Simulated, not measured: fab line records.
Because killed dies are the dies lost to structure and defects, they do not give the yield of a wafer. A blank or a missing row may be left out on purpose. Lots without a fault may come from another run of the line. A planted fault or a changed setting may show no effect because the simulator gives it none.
Which of the tools did it? / flow gf180mcu / 39 wafers from 13 lots sampled at 6 of the route's 602 steps

WHAT THE GAUGES SHOWED, per wafer
GF_HV_LDD_OVL_MEAS_20.
lot=L636; measured=day 11 01:30; on=overlay-02; HV_LDD_01_OVL (nm)=-0.6 -1.2 -0.4
lot=L637; measured=day 11 09:58; on=overlay-01; HV_LDD_01_OVL (nm)=-0.7 -1.8 0.4
lot=L638; measured=day 11 15:39; on=overlay-02; HV_LDD_01_OVL (nm)=-0.6 -1.1 -1.8
lot=L641; measured=day 12 23:01; on=overlay-02; HV_LDD_01_OVL (nm)=1.2 -1.1 0.9
lot=L642; measured=day 13 00:37; on=overlay-02; HV_LDD_01_OVL (nm)=0.8 1.5 1.2
lot=L650; measured=day 15 23:13; on=overlay-01; HV_LDD_01_OVL (nm)=-2.5 -1.5 -1.8
lot=L651; measured=day 15 23:37; on=overlay-01; HV_LDD_01_OVL (nm)=0.3 -0.5 0.7
lot=L652; measured=day 16 03:40; on=overlay-02; HV_LDD_01_OVL (nm)=0.0 -0.7 -1.4
lot=L653; measured=day 16 20:08; on=overlay-01; HV_LDD_01_OVL (nm)=-1.3 -0.6 0.0
lot=L654; measured=day 17 04:08; on=overlay-01; HV_LDD_01_OVL (nm)=-2.3 0.1 -1.3
lot=L656; measured=day 17 11:20; on=overlay-01; HV_LDD_01_OVL (nm)=0.8 0.6 1.5
lot=L657; measured=day 17 21:02; on=overlay-01; HV_LDD_01_OVL (nm)=-1.5 1.6 1.4
lot=L658; measured=day 18 01:43; on=overlay-02; HV_LDD_01_OVL (nm)=-1.5 1.2 -1.3

GF_NSD_CD_MEAS_07 targets a cd of 400 nm.
lot=L636; measured=day 13 21:52; on=cd-sem-02; cd-nm (nm)=396.3 394.7 398.2
lot=L637; measured=day 14 00:56; on=cd-sem-01; cd-nm (nm)=394.4 395.4 394.5
lot=L638; measured=day 14 05:10; on=cd-sem-01; cd-nm (nm)=400.3 400.0 403.0
lot=L641; measured=day 15 16:43; on=cd-sem-02; cd-nm (nm)=402.3 403.4 401.4
lot=L642; measured=day 15 20:28; on=cd-sem-02; cd-nm (nm)=403.4 399.4 401.9
lot=L650; measured=day 19 01:12; on=cd-sem-01; cd-nm (nm)=402.0 400.4 403.0
lot=L651; measured=day 19 02:43; on=cd-sem-01; cd-nm (nm)=400.9 397.9 399.5
lot=L652; measured=day 19 05:40; on=cd-sem-01; cd-nm (nm)=400.2 401.3 397.9
lot=L653; measured=day 19 23:38; on=cd-sem-02; cd-nm (nm)=398.4 397.2 400.8
lot=L654; measured=day 20 07:04; on=cd-sem-02; cd-nm (nm)=402.0 401.6 401.3
lot=L656; measured=day 20 14:16; on=cd-sem-02; cd-nm (nm)=400.8 396.8 396.0
lot=L657; measured=day 21 03:49; on=cd-sem-02; cd-nm (nm)=398.6 398.8 400.5
lot=L658; measured=day 21 07:31; on=cd-sem-02; cd-nm (nm)=399.8 399.3 397.2

GF_PSD_CD_MEAS_07 targets a cd of 400 nm.
lot=L636; measured=day 14 19:05; on=cd-sem-02; cd-nm (nm)=402.0 400.9 400.6
lot=L637; measured=day 14 22:10; on=cd-sem-02; cd-nm (nm)=402.4 403.1 400.1
lot=L638; measured=day 15 03:16; on=cd-sem-01; cd-nm (nm)=401.7 404.7 403.2
lot=L641; measured=day 16 14:41; on=cd-sem-02; cd-nm (nm)=400.7 401.1 401.0
lot=L642; measured=day 16 18:59; on=cd-sem-02; cd-nm (nm)=400.4 401.4 402.6
lot=L650; measured=day 20 01:49; on=cd-sem-02; cd-nm (nm)=397.9 399.3 398.8
lot=L651; measured=day 20 03:38; on=cd-sem-02; cd-nm (nm)=403.9 403.2 403.9
lot=L652; measured=day 20 05:40; on=cd-sem-01; cd-nm (nm)=402.6 402.0 402.4
lot=L653; measured=day 21 00:16; on=cd-sem-01; cd-nm (nm)=400.5 403.4 399.9
lot=L654; measured=day 21 07:37; on=cd-sem-01; cd-nm (nm)=400.2 399.9 402.7
lot=L656; measured=day 21 13:53; on=cd-sem-01; cd-nm (nm)=399.5 402.5 399.8
lot=L657; measured=day 22 03:41; on=cd-sem-02; cd-nm (nm)=399.3 400.9 399.1
lot=L658; measured=day 22 07:07; on=cd-sem-02; cd-nm (nm)=397.8 395.6 397.0

GF_PSD_RS_MEAS_14: measurement is done with a four-point probe.
lot=L636; measured=day 14 19:42; on=film-metro-03; NSD_RS (ohm/sq)=46.13 46.13 46.17
lot=L637; measured=day 14 22:47; on=film-metro-03; NSD_RS (ohm/sq)=46.12 46.16 46.28
lot=L638; measured=day 15 03:53; on=film-metro-03; NSD_RS (ohm/sq)=45.98 46.03 46.00
lot=L641; measured=day 16 15:17; on=film-metro-04; NSD_RS (ohm/sq)=46.90 46.91 46.93 46.92 46.94 47.01
lot=L642; measured=day 16 19:35; on=film-metro-04; NSD_RS (ohm/sq)=46.83 46.85 46.83 46.92 46.85 46.80
lot=L650; measured=day 20 02:28; on=film-metro-03; NSD_RS (ohm/sq)=46.14 46.09 46.08
lot=L651; measured=day 20 04:13; on=film-metro-04; NSD_RS (ohm/sq)=46.16 46.15 46.05
lot=L652; measured=day 20 06:15; on=film-metro-04; NSD_RS (ohm/sq)=46.27 46.20 46.14
lot=L653; measured=day 21 00:53; on=film-metro-03; NSD_RS (ohm/sq)=46.17 46.19 46.23
lot=L654; measured=day 21 08:18; on=film-metro-03; NSD_RS (ohm/sq)=45.96 46.13 46.03
lot=L656; measured=day 21 14:29; on=film-metro-03; NSD_RS (ohm/sq)=46.02 46.03 46.01
lot=L657; measured=day 22 04:17; on=film-metro-04; NSD_RS (ohm/sq)=46.22 46.18 46.24
lot=L658; measured=day 22 07:43; on=film-metro-02; NSD_RS (ohm/sq)=46.03 46.07 46.13

WHAT TOOL EACH LOT RAN ON (gives the tool, then ch and the chambers of the sampled wafers, and finally the start)
lot=L636; GF_NSD_IMPLANT_09=implanter-04 ch 0, day 13 22:02; GF_NSD_STRIP_11=plasma-asher-03 ch 0,1, day 13 22:20
lot=L637; GF_NSD_IMPLANT_09=implanter-02 ch 0, day 14 01:05; GF_NSD_STRIP_11=plasma-asher-03 ch 0,1, day 14 01:23
lot=L638; GF_NSD_IMPLANT_09=implanter-02 ch 0, day 14 05:20; GF_NSD_STRIP_11=plasma-asher-01 ch 0,1, day 14 05:38
lot=L641; GF_NSD_IMPLANT_09=implanter-02 ch 0, day 15 16:53; GF_NSD_STRIP_11=plasma-asher-01 ch 0,1, day 15 17:10
lot=L642; GF_NSD_IMPLANT_09=implanter-02 ch 0, day 15 20:38; GF_NSD_STRIP_11=plasma-asher-03 ch 0,1, day 15 20:56
lot=L650; GF_NSD_IMPLANT_09=implanter-02 ch 0, day 19 01:22; GF_NSD_STRIP_11=plasma-asher-04 ch 0,1, day 19 01:39
lot=L651; GF_NSD_IMPLANT_09=implanter-03 ch 0, day 19 02:53; GF_NSD_STRIP_11=plasma-asher-01 ch 0,1, day 19 03:10
lot=L652; GF_NSD_IMPLANT_09=implanter-03 ch 0, day 19 05:49; GF_NSD_STRIP_11=plasma-asher-01 ch 0,1, day 19 06:06
lot=L653; GF_NSD_IMPLANT_09=implanter-02 ch 0, day 19 23:48; GF_NSD_STRIP_11=plasma-asher-01 ch 0,1, day 20 00:06
lot=L654; GF_NSD_IMPLANT_09=implanter-03 ch 0, day 20 07:14; GF_NSD_STRIP_11=plasma-asher-03 ch 0,1, day 20 07:32
lot=L656; GF_NSD_IMPLANT_09=implanter-04 ch 0, day 20 14:26; GF_NSD_STRIP_11=plasma-asher-01 ch 0,1, day 20 14:44
lot=L657; GF_NSD_IMPLANT_09=implanter-04 ch 0, day 21 03:59; GF_NSD_STRIP_11=plasma-asher-01 ch 0,1, day 21 04:17
lot=L658; GF_NSD_IMPLANT_09=implanter-04 ch 0, day 21 07:41; GF_NSD_STRIP_11=plasma-asher-03 ch 0,1, day 21 07:59
- GF_NSD_IMPLANT_09
- GF_NSD_STRIP_11: strips in O2/N2.

WHAT THE TOOLS THEMSELVES READ (means of the sampled wafers that have a number; where no wafer has one, the mark that the record gives instead)
GF_NSD_STRIP_11.
lot=L636; tool=plasma-asher-03; drypump-motor-current-A (A)=5.5; heater-power-w (W)=316; oes-product-au (a.u.)=0.488; strip-time-to-endpoint-s (s)=22.926
lot=L637; tool=plasma-asher-03; drypump-motor-current-A (A)=5.5; heater-power-w (W)=317; oes-product-au (a.u.)=0.487; strip-time-to-endpoint-s (s)=22.966
lot=L638; tool=plasma-asher-01; drypump-motor-current-A (A)=6.5; heater-power-w (W)=333; oes-product-au (a.u.)=0.481; strip-time-to-endpoint-s (s)=22.929
lot=L641; tool=plasma-asher-01; drypump-motor-current-A (A)=6.5; heater-power-w (W)=333; oes-product-au (a.u.)=0.492; strip-time-to-endpoint-s (s)=22.481
lot=L642; tool=plasma-asher-03; drypump-motor-current-A (A)=5.5; heater-power-w (W)=321; oes-product-au (a.u.)=0.492; strip-time-to-endpoint-s (s)=22.470
lot=L650; tool=plasma-asher-04; drypump-motor-current-A (A)=6.5; heater-power-w (W)=358; oes-product-au (a.u.)=0.491; strip-time-to-endpoint-s (s)=22.951
lot=L651; tool=plasma-asher-01; drypump-motor-current-A (A)=6.3; heater-power-w (W)=340; oes-product-au (a.u.)=0.486; strip-time-to-endpoint-s (s)=22.983
lot=L652; tool=plasma-asher-01; drypump-motor-current-A (A)=6.3; heater-power-w (W)=343; oes-product-au (a.u.)=0.488; strip-time-to-endpoint-s (s)=22.955
lot=L653; tool=plasma-asher-01; drypump-motor-current-A (A)=6.5; heater-power-w (W)=339; oes-product-au (a.u.)=0.484; strip-time-to-endpoint-s (s)=22.951
lot=L654; tool=plasma-asher-03; drypump-motor-current-A (A)=5.5; heater-power-w (W)=319; oes-product-au (a.u.)=0.479; strip-time-to-endpoint-s (s)=22.944
lot=L656; tool=plasma-asher-01; drypump-motor-current-A (A)=6.3; heater-power-w (W)=338; oes-product-au (a.u.)=0.487; strip-time-to-endpoint-s (s)=22.943
lot=L657; tool=plasma-asher-01; drypump-motor-current-A (A)=6.5; heater-power-w (W)=338; oes-product-au (a.u.)=0.488; strip-time-to-endpoint-s (s)=22.945
lot=L658; tool=plasma-asher-03; drypump-motor-current-A (A)=5.5; heater-power-w (W)=315; oes-product-au (a.u.)=0.483; strip-time-to-endpoint-s (s)=22.954

THE ANSWER, worked out from the rows above alone
Rule: the usual values come from the lots themselves. The widest of any qualifying gaps counts: lots, ordered by their means at a reading, are off when they make up no more than a third of the lots, leave a main group of 4 or more, and stand apart from it by 3 or more times the standard deviation of that group's means. The tables above print the reading to a certain number of digits; a main group whose means all agree to those digits is not used. Also off: a lot with no number at a reading for which 4 or more lots have one. The other lots that the step has rows for count as sound. First the gauges in route order, then the tools' own readings, where a lot's mean is used as printed above. The first step at which some lot is off is used, and at that step the reading that is off furthest; a lot without a number counts as furthest.
Off: L641, L642, at GF_PSD_RS_MEAS_14 (NSD_RS). Mean 46.12 ohm/sq and standard deviation 0.073 in the main group.
If a tool, at a process step before that reading, ran all the lots that are off and no sound lot after the first of them, it fits. Not tried: the gauges at GF_PSD_RS_MEAS_14; whatever is off there is also off at GF_NSD_STRIP_11, on other tools, and gauge error can't account for it. None of those tried fits.

WHAT HAD BEEN PUT IN BY THE SIMULATOR
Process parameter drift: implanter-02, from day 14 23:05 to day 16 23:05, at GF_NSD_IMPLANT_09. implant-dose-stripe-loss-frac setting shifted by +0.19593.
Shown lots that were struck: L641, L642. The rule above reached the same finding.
